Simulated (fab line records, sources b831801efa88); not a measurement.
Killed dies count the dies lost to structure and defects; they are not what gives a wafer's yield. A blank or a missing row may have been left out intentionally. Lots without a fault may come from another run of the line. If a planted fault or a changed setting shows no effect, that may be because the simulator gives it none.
Struck lot and sound lot, side by side / flow sky130 / 17 out of 708 route steps
Sound: wafers L870.2, L870.3, L870.6. The struck wafers were L878.2, L878.5, L878.6. The cause comes at the end.
For every step that has rows: the tool of each side, followed by ch and its chambers, followed by its first start. Under that, the readings that differ: sound wafers / struck wafers / difference of the means / sigmas: that difference in standard deviations of wafers without a fault.
alike: same words and numbers on both sides, and readings whose means sit less than 2 such deviations apart. not compared: any withheld reading, any reading some wafer has no value for, any bound like >300 that may hide the same value, and any number with overlapping values for which the record gives no deviation.
A row with sigmas, a row that says differs or no value, or rows on one side alone: a step with any of these is where the two part. Numbers that don't overlap but have no deviation are shown without sigmas and don't part them. A reading that every wafer of one side lacks parts them only if that side has two wafers or more.

first, 5 steps without rows for these wafers: SKY_SD_N_COAT_02 (resist thk 1140 nm); SKY_SD_N_SOFTBAKE_03 (time 60 s); SKY_SD_N_EXPOSE_04 (exposes mask NSDM, target cd 380 nm); SKY_SD_N_PEB_05; SKY_SD_N_DEVELOP_06 (develop time 60 s).
SKY_SD_N_CD_MEAS_07: target cd 380 nm.
  sound: cd-sem-01 at day 30 15:44; struck: cd-sem-01 at day 37 01:31
  alike: cd-nm
SKY_SD_N_OVL_MEAS_08:
  sound: overlay-01 at day 30 15:50; struck: overlay-01 at day 37 01:37
  alike: SD_N_OVL
then, 2 steps without rows for these wafers: SKY_SD_N_IMPLANT_09; SKY_SD_N_IMPLANT_10.
SKY_SD_N_STRIP_11: strips in O2/N2.
  sound on plasma-asher-01 ch 0,1, day 30 16:10; struck on plasma-asher-02 ch 0,1, day 37 01:57
reading=oes-product-au (a.u.); sound=0.515 0.531 0.522; struck=0.531 0.529 0.541; difference=+0.011; sigmas=+3
  alike: drypump-motor-current-A, strip-time-to-endpoint-s
  not compared: rf-hours-counter-h
SKY_SD_N_TW_MEAS_12:
  sound: film-metro-03 at day 30 16:17; struck: film-metro-04 at day 37 02:04
  alike: SD_N_TW
then, 1 step without rows for these wafers: SKY_SD_N_CLEAN_13 (cleans in SC1/SC2, time 150 s).
SKY_SD_N_RTA_14: time 2 s.
  sound on rtp-anneal-01 ch 0, day 30 16:24; struck on rtp-anneal-01 ch 0, day 37 02:11
  alike: anneal-temp-c-max, lamp-power-pct, wafer_temp_C_max
SKY_SD_N_RS_MEAS_16: measures by four-point-probe.
  sound: film-metro-03 at day 30 16:35; struck: film-metro-02 at day 37 02:43
reading=SD_N_RS (ohm/sq); sound=68.66 68.59 68.56; struck=70.91 70.95 71.19; difference=+2.41; sigmas=+22
  not compared: hold
SKY_SD_N_RS_MEAS_17: measures by four-point-probe.
  sound: film-metro-03 at day 30 16:42; struck: film-metro-02 at day 37 06:20
reading=SD_P_RS (ohm/sq); sound=147.4 147.0 147.2; struck=161.3 161.8 161.3; difference=+14.3; sigmas=+38
  not compared: hold
SKY_SD_N_RS_MEAS_18: measures by four-point-probe.
  sound: film-metro-03 at day 30 16:49; struck: film-metro-02 at day 37 08:49
reading=hold; sound=- - -; struck=await-dispo/2.4h/release await-dispo/2.4h/release await-dispo/2.4h/release; difference=no value on the sound wafers; sigmas=
  alike: RES_XHIGH_RS
-- the record jumps here: 15 days lie between the struck wafers' starts before and after (it left off in module SD_N and takes up again in module PAD_OPEN, whose first step shown is number 708 of the route) --
SKY_PAD_OPEN_PROBE_99:
  sound: prober-02 at day 48 11:39; struck: prober-02 at day 52 17:13
reading=model.etest.res-xhigh-po.line-ohm-um; sound=6076 6060 5911; struck=6435 6572 6618; difference=+526; sigmas=
reading=model.etest.res-xhigh-po.rs-ohm-sq-rim-less-centre; sound=68.81 80.1 63.85; struck=576.1 583.7 576.3; difference=+507.8; sigmas=
reading=model.etest.res-xhigh-po.rs-ohm-sq-range; sound=118.9 113.1 110.8; struck=611.6 615.6 608.1; difference=+497.5; sigmas=
reading=model.etest.res-xhigh-po.rs-ohm-sq; sound=2134 2081 2081; struck=2253 2285 2299; difference=+180; sigmas=
reading=model.etest.pfet_01v8.r-on-ohm-um; sound=2869 2846 2849; struck=3035 3002 3014; difference=+162; sigmas=
reading=model.etest.res-pdiff.line-ohm-um; sound=1412 1393 1395; struck=1524 1527 1528; difference=+126; sigmas=
reading=model.etest.tip-p.rs-ohm-sq; sound=6870 6834 6863; struck=6894 6908 6953; difference=+63; sigmas=
  alike: killed_at_M0_to_M3, killed_at_M4_up, killed-at-contacts, killed-at-front-end, killed-at-other, killed-dies, killed-open, killed-short
  not compared: model.etest.tip-p.rs-ohm-sq-rim-less-centre

## WHERE THEY PART
At SKY_SD_N_STRIP_11 first; at SKY_SD_N_RS_MEAS_18 last (within this record only). Later steps at which nothing parts them and some readings are alike: SKY_PAD_OPEN_PROBE_99.

WHY: what had been put in by the simulator
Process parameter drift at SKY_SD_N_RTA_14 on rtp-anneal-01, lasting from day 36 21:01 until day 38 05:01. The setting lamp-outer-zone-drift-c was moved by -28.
